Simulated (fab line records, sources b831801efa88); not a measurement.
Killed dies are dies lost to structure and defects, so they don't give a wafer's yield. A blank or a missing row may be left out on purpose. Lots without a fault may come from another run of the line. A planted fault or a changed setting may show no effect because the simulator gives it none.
Chamber matching | flow sky130 | SKY_VIA2_CMP_24 on cmp-02: 4 sister chambers
The step polishes, stops on SiO2, t overpolish 20 s, target thk 0 nm. 4 wafers are shown with their chamber, then 7 later ones without.

WAFERS WITH THEIR CHAMBER
wafer  | chamber | motor_current_A (A)
L697.2 | 1       | 12.9
L697.5 | 2       | 10.2
L701.1 | 0       | 10.9
L701.4 | 3       | 9.9

WAFERS WITHOUT THEIR CHAMBER
wafer  | motor_current_A (A)
L701.6 | 10.4
L702.4 | 9.8
L702.5 | 10.4
L702.6 | 13.0
L715.1 | 9.6
L715.4 | 13.0
L715.5 | 11.2

WHICH CHAMBER EACH WENT THROUGH
wafer  | from the rows above          | in truth
L701.6 | can't be placed: 2 or 0 or 3 | 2
L702.4 | can't be placed: 3 or 2      | 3
L702.5 | can't be placed: 2 or 0 or 3 | 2
L702.6 | 1                            | 1
L715.1 | can't be placed: 3 or 2      | 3
L715.4 | 1                            | 1
L715.5 | 0                            | 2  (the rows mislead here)
Placed correctly: 2 of 7. Can't be placed from these rows: 4 (the true chamber is among the candidates in 4). Placed wrongly: 1.
How it was worked out, from the rows above alone: a wafer's distance from a chamber is the root of the sum, over the readings, of the square of ((its reading less the chamber's mean) divided by the reading's scatter). The wafer belongs to the nearest chamber; if the next one is less than 2 further off, it can't be placed. A chamber's mean is the mean of its shown wafers. The scatter: with one shown wafer a chamber, the root of the mean of the squares of how far each hidden wafer lies from its nearest shown one.
